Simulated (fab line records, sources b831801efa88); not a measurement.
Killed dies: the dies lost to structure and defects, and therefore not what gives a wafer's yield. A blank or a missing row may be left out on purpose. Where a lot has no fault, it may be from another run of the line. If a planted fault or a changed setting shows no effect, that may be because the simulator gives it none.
Matching of chambers -- flow sky130 -- 4 sister chambers for SKY_LI_CONTACT_CMP_02 on cmp-02
The step polishes PSG. 4 wafers are shown with their chamber, then 7 later ones without.

== WAFERS WITH THEIR CHAMBER ==
wafer,chamber,motor current A (A)
L428.5,1,11.0
L434.1,2,12.7
L442.2,3,10.0
L442.4,0,14.8

== WAFERS WITHOUT THEIR CHAMBER ==
wafer,motor current A (A)
L442.5,12.9
L449.1,11.5
L449.3,10.2
L449.5,13.2
L451.1,12.6
L451.2,9.7
L451.3,11.0

== WHICH CHAMBER EACH WENT THROUGH ==
wafer,from the rows above,in truth
L442.5,2,2
L449.1,1,1
L449.3,can't be placed: 3 or 1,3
L449.5,2,2
L451.1,2,2
L451.2,3,3
L451.3,1,1
6 of 7 placed correctly. Not placeable from these rows: 1 (in 1, the candidates include the true chamber). 0 placed wrongly.
How it was worked out, from the rows above alone: a wafer's distance from a chamber is the root of the sum, over the readings, of the square of ((its reading less the chamber's mean) divided by the reading's scatter). The wafer belongs to the nearest chamber; if the next one is less than 2 further off, it can't be placed. Each chamber's mean is taken over the wafers shown for it. The scatter: root of mean squared gap, hidden wafer to nearest shown wafer, with one shown wafer a chamber.
